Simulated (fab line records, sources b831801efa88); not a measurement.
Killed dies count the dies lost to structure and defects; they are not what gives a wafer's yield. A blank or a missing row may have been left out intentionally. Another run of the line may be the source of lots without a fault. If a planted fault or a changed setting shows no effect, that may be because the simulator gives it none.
fab line records	flow sky130
[record] lots = 6	wafers = 18	lastDay = 49
route steps=708 shown METAL3@561 VIA3@573 PAD_OPEN@708
lots that met no fault: taken from a fault-free run of the same line
startH: hours from the record's opening day to when the first of the lot's shown wafers began	waitH: hours since the lot's step before	" as in the row above	L1.1+2: one row covering several wafers at once	- either no value or no given start	* or withheld: withheld	< > ~ a bound
route shown NAME@n: names a module that has steps shown in the file, with the first one's number in the route	usual: mean/standard deviation of fault-free wafers	same: alike in all rows	chamber/n: place in a boat	sites: the reading at each site	_std_site: how widely they spread, as a standard deviation	_edge_site: the outer-site mean with the inner-site mean subtracted	radiusMm: how far each site lies from the wafer's centre	mask NAME#n: copy n	behind: the last tool/chamber to shape the wafer	hold: why the lot went on hold/how many hours it stayed there/how the hold came to an end	device: the n, p or np transistor that did not switch	end of line: tests run on the same wafers once the route is complete	a step without rows: its recipe alone	killed: at the first sort, the dies lost to defects and structure; wafer yield is something else	map: per-die view of a wafer (x killed, . not killed, _ where there is no die)
set.NAME: the run value of the setting; set.NAME@STEP: its run value at that earlier step	model.NAME: the simulator's own value behind a step, which no gauge read
lots at some steps of the route; a table a step, a row a wafer
services: a tool's chamber out of use, with start hour (startH, from the record's first day; less than 0 if before it), hours out, and reason
[[steps]]
[step SKY_METAL3_PEB_11]
[recipe] pebTempC = withheld	pebTimeS = withheld	resist = KrF-thick
[step SKY_METAL3_DEVELOP_12]
[recipe] developTimeS = 60	resist = KrF-thick	devTempC = 21
[step SKY_METAL3_CD_MEAS_13]
[recipe] targetCdNm = 300
[usual] cdNm = 299.6/1.6
lot.wafer	tool	chamber	startH	waitH	cdNm
L363.1	cdSem-02	-	892.55	-	298.8
L363.2	"	-	"	"	299.3
L363.6	"	-	"	"	299.9
L364.2	cdSem-02	-	893.22	-	298.1
L364.3	"	-	"	"	298.9
L364.5	"	-	"	"	300.0
L372.1	cdSem-01	-	959.32	-	300.6
L372.2	"	-	"	"	299.3
L372.4	"	-	"	"	300.2
L373.1	cdSem-01	-	967.12	-	301.2
L373.4	"	-	"	"	301.0
L373.6	"	-	"	"	301.3
L378.2	cdSem-01	-	997.04	-	297.6
L378.3	"	-	"	"	298.6
L378.4	"	-	"	"	297.2
L382.2	cdSem-02	-	1038.34	-	299.4
L382.3	"	-	"	"	299.8
L382.6	"	-	"	"	299.5
[step SKY_METAL3_OVL_MEAS_14]
[usual] METAL3_OVL = 1/5.2
lot.wafer	tool	chamber	startH	waitH	METAL3_OVL[nm]
L363.1	overlay-01	-	892.67	0.1	-4
L363.2	"	-	"	"	-1
L363.6	"	-	"	"	3
L364.2	overlay-02	-	893.33	0.1	-1
L364.3	"	-	"	"	-3
L364.5	"	-	"	"	-5
L372.1	overlay-01	-	959.44	0.1	3
L372.2	"	-	"	"	2
L372.4	"	-	"	"	-7
L373.1	overlay-02	-	967.24	0.1	-1
L373.4	"	-	"	"	6
L373.6	"	-	"	"	-2
L378.2	overlay-01	-	997.14	0.1	7
L378.3	"	-	"	"	6
L378.4	"	-	"	"	9
L382.2	overlay-02	-	1038.45	0.1	6
L382.3	"	-	"	"	10
L382.6	"	-	"	"	4
[step SKY_METAL3_DESCUM_15]
[recipe] chemistry = O2	sourcePowerW = 150	biasPowerW = 0	pressureMtorr = 10	tempC = 40	timeS = 8
[step SKY_METAL3_ETCH_16]
[recipe] chemistry = N2/H2	target = BARC	ionEnergyEv = 200	biasW = 100	pressureMtorr = 30	n2FlowSccm = 100	h2FlowSccm = 200	icpW = 500	stopOn = SiO2	timeS = 88.2	targetDepthA = 600
[usual] drypumpMotorCurrentA = 5.9/0.46	oesProductAu = 0.625/0.0048	throttleValvePct = 13.205/0.0091
lot.wafer	tool	chamber	startH	waitH	drypumpMotorCurrentA	oesProductAu	rfHoursCounterH	throttleValvePct
L363.1	rieMetal-01	0	892.77	0.1	5.8	0.617	11	13.199
L363.2	"	0	"	"	5.8	0.628	-	13.209
L363.6	"	0	"	"	5.8	0.624	-	13.199
L364.2	rieMetal-03	1	893.39	0.0	5.4	0.628	14	13.214
L364.3	"	0	"	"	6.4	0.623	-	13.200
L364.5	"	1	"	"	5.4	0.618	-	13.202
L372.1	rieMetal-01	0	959.50	0.0	5.8	0.630	14	13.203
L372.2	"	1	"	"	6.4	0.626	3	13.199
L372.4	"	1	"	"	6.4	0.621	-	13.203
L373.1	rieMetal-03	1	967.31	0.0	5.4	0.623	19	13.187
L373.4	"	0	"	"	6.4	0.619	-	13.197
L373.6	"	0	"	"	6.4	0.622	-	13.216
L378.2	rieMetal-01	1	997.21	0.0	6.4	0.629	6	13.200
L378.3	"	0	"	"	5.8	0.630	-	13.189
L378.4	"	1	"	"	6.4	0.625	-	13.186
L382.2	rieMetal-01	1	1038.51	0.0	6.5	0.628	8	13.200
L382.3	"	0	"	"	5.8	0.631	-	13.192
L382.6	"	0	"	"	5.8	0.625	-	13.202
[step SKY_METAL3_ETCH_17]
[recipe] target = SiO2	stopOn = TiN	chemistry = C4F8/O2/Ar	sourceW = 1500	biasW = 1200	pressureMtorr = 40	c4f8FlowSccm = withheld	O2_flow_sccm = 6	Ar_flow_sccm = 300	timeS = 3.9	targetDepthA = 150
[usual] oesProductAu = 0.756/0.0075
lot.wafer	tool	chamber	startH	waitH	oesProductAu	rfHoursCounterH
L363.1	rieDiel-02	2	892.97	0.2	0.752	5
L363.2	"	1	"	"	0.749	4
L363.6	"	3	"	"	0.756	-
L364.2	rieDiel-04	3	893.49	0.1	0.753	7
L364.3	"	2	"	"	0.753	3
L364.5	"	2	"	"	0.743	-
L372.1	rieDiel-02	1	959.60	0.1	0.748	6
L372.2	"	2	"	"	0.757	7
L372.4	"	3	"	"	0.751	15
L373.1	rieDiel-03	3	967.41	0.1	0.765	19
L373.4	"	1	"	"	0.744	24
L373.6	"	3	"	"	0.758	-
L378.2	rieDiel-03	2	997.30	0.1	0.757	12
L378.3	"	0	"	"	0.754	27
L378.4	"	3	"	"	0.772	20
L382.2	rieDiel-03	1	1038.61	0.1	0.744	27
L382.3	"	2	"	"	0.766	15
L382.6	"	3	"	"	0.753	-
[step SKY_METAL3_METAL_ETCH_18]
[recipe] targetDepthA = 8450	stopOn = SiO2	overEtchFrac = 0.3	timeS = 183.1	chemistry = Cl2/BCl3	resistSidewallDeg = 88	pressureMtorr = 10	icpW = 900	biasW = 48.5	Cl2_flow_sccm = 60	bcl3FlowSccm = 30
[usual] drypumpMotorCurrentA = 5.7/0.47	oesProductAu = 0.867/0.0067	throttleValvePct = 22.263/0.0084
lot.wafer	tool	chamber	startH	waitH	drypumpMotorCurrentA	oesProductAu	rfHoursCounterH	throttleValvePct
L363.1	rieMetal-04	0	892.99	0.0	5.5	0.864	13	22.267
L363.2	"	1	"	"	5.0	0.873	18	22.265
L363.6	"	1	"	"	5.0	0.861	-	22.250
L364.2	rieMetal-01	1	893.51	0.0	6.4	0.864	0	22.265
L364.3	"	0	"	"	5.8	0.864	-	22.274
L364.5	"	1	"	"	6.4	0.855	-	22.266
L372.1	rieMetal-03	0	959.62	0.0	6.4	0.872	2	22.256
L372.2	"	1	"	"	5.3	0.868	18	22.276
L372.4	"	1	"	"	5.3	0.862	-	22.267
L373.1	rieMetal-04	1	967.42	0.0	5.0	0.870	1	22.264
L373.4	"	1	"	"	5.0	0.863	-	22.265
L373.6	"	0	"	"	5.4	0.874	-	22.278
L378.2	rieMetal-04	0	997.32	0.0	5.5	0.865	23	22.273
L378.3	"	0	"	"	5.5	0.873	-	22.259
L378.4	"	1	"	"	5.0	0.869	-	22.251
L382.2	rieMetal-03	0	1038.63	0.0	6.4	0.858	6	22.261
L382.3	"	1	"	"	5.4	0.852	-	22.242
L382.6	"	0	"	"	6.4	0.859	-	22.260
[step SKY_METAL3_STRIP_19]
[recipe] chemistry = O2/N2	powerW = 1400	pressureMtorr = 1500	platenTempC = withheld	o2FlowSccm = 3000	n2FlowSccm = 300	overashFraction = 0.5
[usual] drypumpMotorCurrentA = 5.7/0.61	oesProductAu = 0.500/0.0055	stripTimeToEndpointS = 6.49/0.083
lot.wafer	tool	chamber	startH	waitH	drypumpMotorCurrentA	oesProductAu	rfHoursCounterH	stripTimeToEndpointS
L363.1	plasmaAsher-02	1	893.16	0.1	5.5	0.501	102	6.41
L363.2	"	0	"	"	6.1	0.505	102	6.47
L363.6	"	0	"	"	6.1	0.510	-	6.53
L364.2	plasmaAsher-01	0	893.68	0.1	6.4	0.492	15	6.43
L364.3	"	0	"	"	6.4	0.500	-	6.54
L364.5	"	0	"	"	6.4	0.492	-	6.45
L372.1	plasmaAsher-01	0	959.80	0.1	6.4	0.502	22	6.58
L372.2	"	1	"	"	5.0	0.502	22	6.58
L372.4	"	0	"	"	6.4	0.502	-	6.60
L373.1	plasmaAsher-01	1	967.60	0.1	5.0	0.501	22	6.61
L373.4	"	0	"	"	6.4	0.507	-	6.59
L373.6	"	1	"	"	5.0	0.492	-	6.52
L378.2	plasmaAsher-04	1	997.50	0.1	5.2	0.496	57	6.48
L378.3	"	0	"	"	6.1	0.509	-	6.54
L378.4	"	1	"	"	5.2	0.498	-	6.62
L382.2	plasmaAsher-04	0	1038.80	0.1	6.1	0.494	61	6.31
L382.3	"	0	"	"	6.1	0.505	-	6.43
L382.6	"	1	"	"	5.2	0.491	-	6.30
[step SKY_METAL3_STRIP_20]
[recipe] chemistry = postEtchResidueRemover	timeS = 1200	tempC = 72.5
[step SKY_METAL3_CLEAN_21]
[recipe] chemistry = IPA	timeS = 180	tempC = 25
[step SKY_METAL3_CLEAN_22]
[recipe] chemistry = O3/DIW	dry = n2Spin
[step SKY_VIA3_HDPCVD_00]
[recipe] material = SiO2	targetThkNm = 1635	sigmaOpenFrac = 0.3	timeS = 272.5	tempC = 400	sih4FlowSccm = 60	pressureMtorr = 6
lot.wafer	tool	chamber	startH	waitH
L363.1+2+6	hdpcvd-02	0,1,1	893.75	0.0
L364.2+3+5	hdpcvd-01	1,0,0	894.28	0.0
L372.1+2+4	hdpcvd-02	1,2,0	960.40	0.0
L373.1+4+6	hdpcvd-02	1,1,2	968.24	0.0
L378.2+3+4	hdpcvd-01	1,0,0	998.09	0.0
L382.2+3+6	hdpcvd-01	2,1,0	1039.41	0.0
[step SKY_VIA3_THK_MEAS_01]
[recipe] reads = SiO2_of_VIA3_HDPCVD_00
[usual] VIA3_HDPCVD_THK = 1634/17
lot.wafer	tool	chamber	startH	waitH	VIA3_HDPCVD_THK[nm]
L363.1	filmMetro-02	-	893.92	0.1	1636
L363.2	"	-	"	"	1649
L363.6	"	-	"	"	1638
L364.2	filmMetro-04	-	894.46	0.1	1658
L364.3	"	-	"	"	1648
L364.5	"	-	"	"	1653
L372.1	filmMetro-04	-	960.56	0.1	1288
L372.2	"	-	"	"	1630
L372.4	"	-	"	"	1611
L373.1	filmMetro-03	-	968.41	0.1	1311
L373.4	"	-	"	"	1325
L373.6	"	-	"	"	1652
L378.2	filmMetro-03	-	998.27	0.1	1624
L378.3	"	-	"	"	1649
L378.4	"	-	"	"	1645
L382.2	filmMetro-03	-	1039.59	0.1	1611
L382.3	"	-	"	"	1619
L382.6	"	-	"	"	1650
[step SKY_VIA3_CMP_02]
[recipe] material = SiO2	downForcePsi = 4	platenRpm = 60	padVelocityMS = 0.94248
[step SKY_VIA3_BOW_MEAS_03]
[recipe] mode = bow
[usual] VIA3_BOW = 78/7.1
lot.wafer	tool	chamber	startH	waitH	VIA3_BOW[um]
L363.1	filmMetro-03	-	894.28	0.2	75
L363.2	"	-	"	"	86
L363.6	"	-	"	"	86
L364.2	filmMetro-04	-	894.83	0.2	79
L364.3	"	-	"	"	84
L364.5	"	-	"	"	82
L372.1	filmMetro-02	-	960.92	0.1	78
L372.2	"	-	"	"	73
L372.4	"	-	"	"	81
L373.1	filmMetro-04	-	968.77	0.2	68
L373.4	"	-	"	"	67
L373.6	"	-	"	"	78
L378.2	filmMetro-04	-	998.64	0.2	76
L378.3	"	-	"	"	74
L378.4	"	-	"	"	84
L382.2	filmMetro-04	-	1039.96	0.3	83
L382.3	"	-	"	"	82
L382.6	"	-	"	"	83
[step SKY_VIA3_DEHYDRATE_04]
[recipe] tempC = 200	timeS = 60
[step SKY_VIA3_HMDS_05]
[recipe] primeTimeS = 60	primeTempC = 120
[step SKY_VIA3_COAT_06]
[recipe] resist = BARC	tempC = withheld	timeS = withheld	spinRpm = 3000	resistThkNm = 60
[step SKY_VIA3_COAT_07]
[recipe] resist = KrF-thick	spinRpm = 3000	resistThkNm = 450
[step SKY_VIA3_SOFTBAKE_08]
[recipe] tempC = 100	timeS = 90	resist = KrF-thick
[step SKY_VIA3_EXPOSE_09]
[recipe] maskId = VIM3	na = 0.8	sourceShape = annular	sigmaInner = 0.55	sigmaOuter = 0.85	targetCdNm = 200	doseMj = 38
[step SKY_VIA3_PEB_10]
[recipe] pebTempC = withheld	pebTimeS = withheld	resist = KrF-thick
[step SKY_VIA3_DEVELOP_11]
[recipe] developTimeS = 60	resist = KrF-thick	devTempC = 21
[step SKY_VIA3_CD_MEAS_12]
[recipe] targetCdNm = 200
[usual] cdNm = 200.0/1.4
lot.wafer	tool	chamber	startH	waitH	cdNm
L363.1	cdSem-02	-	920.67	-	197.6
L363.2	"	-	"	"	198.7
L363.6	"	-	"	"	199.3
L364.2	cdSem-02	-	921.72	-	199.5
L364.3	"	-	"	"	200.5
L364.5	"	-	"	"	199.8
L372.1	cdSem-01	-	986.18	-	198.3
L372.2	"	-	"	"	199.2
L372.4	"	-	"	"	198.1
L373.1	cdSem-02	-	992.52	-	201.2
L373.4	"	-	"	"	200.5
L373.6	"	-	"	"	200.8
L378.2	cdSem-01	-	1021.59	-	198.8
L378.3	"	-	"	"	200.2
L378.4	"	-	"	"	199.6
L382.2	cdSem-02	-	1060.94	-	199.1
L382.3	"	-	"	"	199.9
L382.6	"	-	"	"	198.5
[step SKY_VIA3_OVL_MEAS_13]
[usual] VIA3_OVL = -4/5.1
lot.wafer	tool	chamber	startH	waitH	VIA3_OVL[nm]
L363.1	overlay-01	-	920.79	0.1	-4
L363.2	"	-	"	"	-7
L363.6	"	-	"	"	-6
L364.2	overlay-01	-	921.83	0.1	-2
L364.3	"	-	"	"	-10
L364.5	"	-	"	"	-10
L372.1	overlay-02	-	986.30	0.1	-15
L372.2	"	-	"	"	-15
L372.4	"	-	"	"	-14
L373.1	overlay-02	-	992.64	0.1	-4
L373.4	"	-	"	"	-2
L373.6	"	-	"	"	-4
L378.2	overlay-01	-	1021.69	0.1	3
L378.3	"	-	"	"	-1
L378.4	"	-	"	"	2
L382.2	overlay-01	-	1061.04	0.1	-9
L382.3	"	-	"	"	-3
L382.6	"	-	"	"	-10
[step SKY_VIA3_ETCH_14]
[recipe] chemistry = N2/H2	target = BARC	ionEnergyEv = 200	sourceW = 500	biasW = 100	pressureMtorr = 30	n2FlowSccm = 100	h2FlowSccm = 200	stopOn = SiO2	timeS = 45.9	targetDepthA = 600
[step SKY_VIA3_ETCH_15]
[recipe] target = SiO2	chemistry = C4F8/O2/Ar	targetDepthNm = 507	stopOn = TiN	maskMaterial = KrF-thick	sourceW = 1500	biasW = 1200	pressureMtorr = 40	c4f8FlowSccm = withheld	O2_flow_sccm = 6	Ar_flow_sccm = 300	timeS = 78
[usual] oesProductAu = 0.946/0.0049
lot.wafer	tool	chamber	startH	waitH	oesProductAu
L363.1	rieDiel-01	2	920.86	0.0	0.945
L363.2	"	3	"	"	0.947
L363.6	"	2	"	"	0.943
L364.2	rieDiel-03	3	921.90	0.0	0.941
L364.3	"	1	"	"	0.948
L364.5	"	1	"	"	0.950
L372.1	rieDiel-01	2	986.38	0.0	0.717
L372.2	"	1	"	"	0.950
L372.4	"	3	"	"	0.949
L373.1	rieDiel-03	2	992.72	0.0	0.725
L373.4	"	1	"	"	0.716
L373.6	"	1	"	"	0.950
L378.2	rieDiel-02	3	1021.77	0.0	0.945
L378.3	"	2	"	"	0.949
L378.4	"	2	"	"	0.951
L382.2	rieDiel-03	3	1061.12	0.0	0.951
L382.3	"	2	"	"	0.944
L382.6	"	2	"	"	0.950
[step SKY_VIA3_STRIP_16]
[recipe] chemistry = O2/N2	powerW = 1400	pressureMtorr = 1500	platenTempC = withheld	o2FlowSccm = 3000	n2FlowSccm = 300	overashFraction = 0.5
[usual] drypumpMotorCurrentA = 5.7/0.54	oesProductAu = 0.401/0.0045	stripTimeToEndpointS = 4.122/0.022
lot.wafer	tool	chamber	startH	waitH	drypumpMotorCurrentA	oesProductAu	rfHoursCounterH	stripTimeToEndpointS
L363.1	plasmaAsher-04	1	920.92	0.0	5.2	0.400	49	4.142
L363.2	"	0	"	"	6.1	0.403	49	4.145
L363.6	"	0	"	"	6.1	0.401	-	4.133
L364.2	plasmaAsher-01	1	921.96	0.0	5.0	0.410	18	4.172
L364.3	"	1	"	"	5.0	0.409	-	4.091
L364.5	"	1	"	"	5.0	0.401	-	4.103
L372.1	plasmaAsher-01	1	986.44	0.0	5.0	0.400	24	4.133
L372.2	"	0	"	"	6.4	0.403	24	4.086
L372.4	"	0	"	"	6.4	0.401	-	4.118
L373.1	plasmaAsher-03	1	992.78	0.0	5.7	0.407	87	4.122
L373.4	"	0	"	"	5.7	0.397	-	4.133
L373.6	"	1	"	"	5.7	0.400	-	4.133
L378.2	plasmaAsher-03	0	1021.83	0.0	5.8	0.403	90	4.134
L378.3	"	0	"	"	5.7	0.394	-	4.125
L378.4	"	1	"	"	5.7	0.398	-	4.132
L382.2	plasmaAsher-01	0	1061.18	0.0	6.4	0.402	32	4.134
L382.3	"	0	"	"	6.3	0.407	-	4.097
L382.6	"	1	"	"	5.0	0.402	-	4.123
[step SKY_PAD_OPEN_PROBE_99]
[usual] defectLimitedYield = 82.5/1.9	killed_at_M0_to_M3 = 42/7.4	killed_at_M4_up = 3.4/1.8	killedAtContacts = 25/5.4	killedAtFrontEnd = 15/4.4	killedAtOther = 0.2/0.52	killedDies = 86/9.3	killedOnRim = 17/3.9	killedOpen = 47/7.6	killedShort = 39/6.5	sort_bin_3_pad_short = 0.9/0.46	sort_bin_5_function = 10.3/1.5	sort_bin_6_memory = 6.3/1.2	sortNPass = 406/9.3	sortYieldPct = 82.5/1.9
[same] grossDies = 492	killedAtBackSide = 0	sort_bin_4_leakage[%] = 0	sort_bin_8_speed[%] = 0
lot.wafer	tool	chamber	startH	waitH	defectLimitedYield[%]	killed_at_M0_to_M3	killed_at_M4_up	killedAtContacts	killedAtFrontEnd	killedAtOther	killedDies	killedOnRim	killedOpen	killedShort	sort_bin_3_pad_short[%]	sort_bin_5_function[%]	sort_bin_6_memory[%]	sortNPass	sortYieldPct[%]	model.etest.tester.sortNPass	model.etest.tester.sort_bin_3_pct	model.etest.tester.sortYieldPct
L363.1	prober-02	-	1071.98	0.1	82.5	40	4	25	14	3	86	17	50	36	0.2	11.4	5.9	406	82.5	406	0.2033	82.52
L363.2	prober-02	-	1072.03	0.1	83.7	44	5	23	8	0	80	14	46	34	0.6	11.0	4.7	412	83.7	412	0.6098	83.74
L363.6	prober-02	-	1072.23	0.2	82.3	47	5	20	15	0	87	23	53	34	0.6	11.0	6.1	405	82.3	405	0.6098	82.32
L364.2	prober-01	-	1073.03	0.1	79.3	54	4	28	16	0	102	22	63	39	1.2	12.4	7.1	390	79.3	390	1.22	79.27
L364.3	prober-01	-	1073.08	0.2	81.7	50	7	23	10	0	90	24	48	42	0.8	9.6	7.9	402	81.7	402	0.813	81.71
L364.5	prober-01	-	1073.18	0.2	77.8	58	4	21	26	0	109	25	53	56	0.4	13.4	8.3	383	77.8	383	0.4065	77.85
L372.1	prober-01	-	1123.77	0.1	60.6	148	9	20	17	0	194	93	33	47	24.2	10.2	5.1	298	60.6	298	24.19	60.57
L372.2	prober-01	-	1123.82	0.1	84.1	46	2	21	9	0	78	19	44	34	1.2	10.8	3.9	414	84.1	414	1.22	84.15
L372.4	prober-01	-	1123.92	0.2	83.9	41	2	24	12	0	79	19	37	42	0.4	9.1	6.5	413	83.9	413	0.4065	83.94
L373.1	prober-02	-	1128.65	0.1	62.2	145	2	27	12	0	186	95	40	35	23.2	10.6	4.1	306	62.2	306	23.17	62.2
L373.4	prober-02	-	1128.80	0.2	56.9	160	3	30	19	0	212	93	54	48	23.4	12.4	7.3	280	56.9	280	23.37	56.91
L373.6	prober-02	-	1128.90	0.2	82.9	33	4	24	23	0	84	17	47	37	1.0	9.3	6.7	408	82.9	408	1.016	82.93
L378.2	prober-02	-	1152.23	0.1	85.6	39	3	15	14	0	71	16	27	44	0.6	8.9	4.9	421	85.6	421	0.6098	85.57
L378.3	prober-02	-	1152.28	0.2	81.9	47	2	26	14	0	89	18	46	43	0.2	12.8	5.1	403	81.9	403	0.2033	81.91
L378.4	prober-02	-	1152.33	0.2	81.9	39	2	21	26	1	89	15	52	37	0.2	12.0	5.9	403	81.9	403	0.2033	81.91
L382.2	prober-01	-	1182.65	0.1	82.9	30	1	39	14	0	84	19	43	41	1.0	10.6	5.5	408	82.9	408	1.016	82.93
L382.3	prober-01	-	1182.70	0.2	80.3	42	5	35	15	0	97	17	59	38	0.4	12.6	6.7	395	80.3	395	0.4065	80.28
L382.6	prober-01	-	1182.85	0.2	80.1	59	3	15	21	0	98	18	58	40	0.4	12.2	7.3	394	80.1	394	0.4065	80.08
// killed by level:class
L363.1 VIA1:geometricParticle:open=10 METAL2:geometricParticle:short=10 LI_CONTACT:geometricParticle:open=9 CONTACT:geometricParticle:open=9 FIELD_ISO:geometricParticle:open=6 METAL1:geometricParticle:short=6 VIA3:geometricParticle:open=5 CONTACT:geometricParticle:short=4
L363.2 METAL1:geometricParticle:short=10 VIA3:geometricParticle:open=8 VIA1:geometricParticle:open=7 LI_CONTACT:geometricParticle:open=6 CONTACT:geometricParticle:open=6 LOCAL_INTERCONNECT:geometricParticle:short=5 VIA2:geometricParticle:open=5 POLY_GATE:geometricParticle:open=4
L363.6 CONTACT:geometricParticle:open=10 VIA1:geometricParticle:open=10 METAL2:geometricParticle:short=7 VIA2:geometricParticle:open=7 VIA3:geometricParticle:open=7 FIELD_ISO:geometricParticle:short=4 LI_CONTACT:geometricParticle:open=4 CONTACT:geometricParticle:short=4
L364.2 VIA1:geometricParticle:open=14 VIA3:geometricParticle:open=12 CONTACT:geometricParticle:open=9 LI_CONTACT:geometricParticle:open=8 VIA1:geometricParticle:short=8 LI_CONTACT:geometricParticle:short=7 METAL2:geometricParticle:short=5 FIELD_ISO:geometricParticle:open=4
L364.3 VIA3:geometricParticle:open=12 CONTACT:geometricParticle:open=9 METAL1:geometricParticle:short=9 VIA1:geometricParticle:open=8 VIA3:geometricParticle:short=6 VIA2:geometricParticle:open=6 CONTACT:geometricParticle:short=5 LI_CONTACT:geometricParticle:open=4
L364.5 CONTACT:geometricParticle:open=11 VIA2:geometricParticle:open=9 FIELD_ISO:geometricParticle:open=7 METAL3:geometricParticle:short=7 VIA3:geometricParticle:open=7 METAL1:geometricParticle:short=7 VIA1:geometricParticle:open=7 FIELD_ISO:geometricParticle:short=6
L372.1 VIA3:areaHdpcvd=114 CONTACT:geometricParticle:open=7 METAL4:geometricParticle:short=7 POLY_GATE:geometricParticle:short=5 CONTACT:geometricParticle:short=5 METAL1:geometricParticle:short=5 VIA1:geometricParticle:open=5 FIELD_ISO:geometricParticle:short=4
L372.2 VIA1:geometricParticle:short=11 CONTACT:geometricParticle:open=9 VIA2:geometricParticle:open=9 VIA1:geometricParticle:open=8 METAL1:geometricParticle:short=5 VIA3:geometricParticle:open=4 LI_CONTACT:geometricParticle:open=3 CONTACT:geometricParticle:short=3
L372.4 METAL2:geometricParticle:short=11 VIA1:geometricParticle:open=10 CONTACT:geometricParticle:open=7 CONTACT:geometricParticle:short=6 LI_CONTACT:geometricParticle:open=5 VIA2:geometricParticle:open=5 FIELD_ISO:geometricParticle:short=4 LOCAL_INTERCONNECT:geometricParticle:short=4
L373.1 VIA3:areaHdpcvd=111 CONTACT:geometricParticle:open=11 VIA1:geometricParticle:open=11 FIELD_ISO:geometricParticle:short=6 LI_CONTACT:geometricParticle:open=6 METAL2:geometricParticle:short=6 CONTACT:geometricParticle:short=5 VIA1:geometricParticle:short=4
L373.4 VIA3:areaHdpcvd=110 CONTACT:geometricParticle:open=11 LI_CONTACT:geometricParticle:open=10 FIELD_ISO:geometricParticle:open=8 FIELD_ISO:geometricParticle:short=7 METAL1:geometricParticle:short=7 VIA2:geometricParticle:open=7 VIA3:geometricParticle:open=7
L373.6 VIA1:geometricParticle:open=10 FIELD_ISO:geometricParticle:open=6 CONTACT:geometricParticle:short=6 CONTACT:geometricParticle:open=6 FIELD_ISO:geometricParticle:short=4 POLY_GATE:geometricParticle:short=4 POLY_GATE:geometricParticle:open=4 LI_CONTACT:geometricParticle:open=4
L378.2 VIA1:geometricParticle:open=9 VIA1:geometricParticle:short=7 POLY_GATE:geometricParticle:short=6 FIELD_ISO:geometricParticle:short=5 METAL1:geometricParticle:short=5 LI_CONTACT:geometricParticle:open=4 CONTACT:geometricParticle:short=4 VIA2:geometricParticle:open=3
L378.3 CONTACT:geometricParticle:open=12 METAL1:geometricParticle:short=10 VIA3:geometricParticle:open=10 LI_CONTACT:geometricParticle:open=6 VIA2:geometricParticle:short=6 FIELD_ISO:geometricParticle:short=5 LOCAL_INTERCONNECT:geometricParticle:short=5 VIA1:geometricParticle:open=5
L378.4 VIA1:geometricParticle:open=14 CONTACT:geometricParticle:open=10 FIELD_ISO:geometricParticle:open=8 METAL1:geometricParticle:short=6 FIELD_ISO:geometricParticle:short=5 POLY_GATE:geometricParticle:short=5 LI_CONTACT:geometricParticle:open=5 VIA2:geometricParticle:open=5
L382.2 LI_CONTACT:geometricParticle:open=12 CONTACT:geometricParticle:open=9 VIA1:geometricParticle:open=9 CONTACT:geometricParticle:short=7 LOCAL_INTERCONNECT:geometricParticle:short=6 METAL1:geometricParticle:short=6 FIELD_ISO:geometricParticle:short=4 LI_CONTACT:geometricParticle:short=4
L382.3 LI_CONTACT:geometricParticle:open=14 VIA1:geometricParticle:open=11 VIA2:geometricParticle:open=8 METAL1:geometricParticle:short=7 CONTACT:geometricParticle:open=7 FIELD_ISO:geometricParticle:open=5 POLY_GATE:geometricParticle:open=5 CONTACT:geometricParticle:short=5
L382.6 VIA2:geometricParticle:open=13 METAL2:geometricParticle:short=10 FIELD_ISO:geometricParticle:open=8 VIA1:geometricParticle:open=8 VIA3:geometricParticle:open=7 CONTACT:geometricParticle:open=6 VIA2:geometricParticle:short=5 POLY_GATE:geometricParticle:open=4
// map L372.1 (x killed, . not)
__________xxxxxxxxxx_________
________xxxxxxx.x.xxxx_______
______xx.xx...x....xx.xx_____
_____xxx.x.x...........xx____
____xxx.x...............xx___
___xx....x.....x........xxx__
__xxx...x.....x.......xx..xx_
_xx.........x.x...x..x...x.xx
_xx..x.....x.x.....x.......xx
_x.......x.x......x...xx...xx
_xxx....xx.xx.x...x........xx
_xx....x..x..........x..x..xx
_xx....x..x..x..x...........x
_xx.xxx...................xxx
_xxxxx..x..........x.x...xxxx
__xxxx......xx....x..x...xxx_
___xx...x..x.......x.x..xxx__
____x.x......x..x...x...xx___
_____xxxx.............xxx____
______xxxx....x....x.xxx_____
________xxxxx...x.xxxx_______
__________xxxxxxxxxx_________
// map L373.4 (x killed, . not)
__________xxxxxxxxxx_________
________xxxxxxxxxxxxxx_______
______xxxxx....x..x.xxxx_____
_____xxx.xxxx..x..xxxxxxx____
____xxx..x....x.x.x...x..x___
___xx.......x...xx..x....xx__
__xxx.......xx......x...xxxx_
_xxx................xxx...xxx
_xxx.....x..x............x.xx
_xx...x.x..................xx
_xx.x......x...x....x......xx
_xxxx..x.xxx..............x.x
_xxx.x.....x...x............x
_xxx..x.....xx.........x..xxx
_xx..x........xxx.x.x..xx.xxx
__xxx.....x.xx........xx.xxx_
___x....xx...............xx__
____xxx...x........x...xxx___
_____x.x.....x........xxx____
______xxx.x...x...x.xxxx_____
________xxxxxxxxxxxxxx_______
__________xxxxxxxxxx_________
[[services]]
tool	chamber	startH	hours	kind
rieDiel-03	0	875.14	11.4	repair
plasmaAsher-01	-	888.50	3.1	repair
rieDiel-02	1	893.04	2.9	repair
rieDiel-01	1	905.60	3.3	repair
hdpcvd-01	-	906.26	5.5	pm
rieMetal-01	-	906.76	0.6	repair
plasmaAsher-01	-	922.68	2.8	pm
rieDiel-02	3	939.96	7.9	repair
plasmaAsher-03	-	941.30	4.3	pm
hdpcvd-01	-	950.25	15.0	pm
rieDiel-02	-	952.82	0.4	repair
rieMetal-04	1	973.86	20.2	repair
rieDiel-01	-	984.85	0.8	repair
plasmaAsher-03	-	985.70	5.7	repair
rieDiel-01	0	994.32	11.0	repair
rieMetal-01	-	995.90	0.2	repair
rieDiel-02	-	998.90	0.4	repair
rieDiel-02	3	1005.23	8.1	repair
rieDiel-02	0	1007.88	15.0	repair
hdpcvd-01	1	1012.78	11.4	repair
hdpcvd-02	1	1016.89	17.0	repair
rieDiel-02	-	1025.26	15.6	pm
rieMetal-04	1	1025.74	13.0	repair
rieDiel-02	0	1041.17	2.9	repair
[[key]]
[firstSign] step = SKY_VIA3_THK_MEAS_01	reading = VIA3_HDPCVD_THK	direction = down	sigmas = 19	usual = 1634	struck = 1308
[effect] step = SKY_VIA3_ETCH_15	reading = oesProductAu	direction = down	sigmas = 46	usual = 0.946	struck = 0.719
[effect] step = SKY_PAD_OPEN_PROBE_99	reading = sort_bin_3_pad_short	direction = up	sigmas = 49	usual = 0.9	struck = 23.6
[modelEffect] step = SKY_PAD_OPEN_PROBE_99	value = etest.tester.sortNPass	without = 406.3	struck = 294.7
[moreKillsBornAt] SKY_VIA3_HDPCVD_00@hdpcvd-02 = 335
metAt SKY_VIA3_HDPCVD_00
struckWafers L372.1,L373.1,L373.4
onsetBetween 893.75 960.40
[fault] kind = siteProfileDrift	tool = hdpcvd-02	chamber = 1	onsetH = 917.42	steps = SKY_VIA3_HDPCVD_00	basis = fraction	maxAbsDrift = 0.44839	slopeSharePerHr = 99.643	sitePattern = 0,0,0,0,0,-1,-1,-1,-1
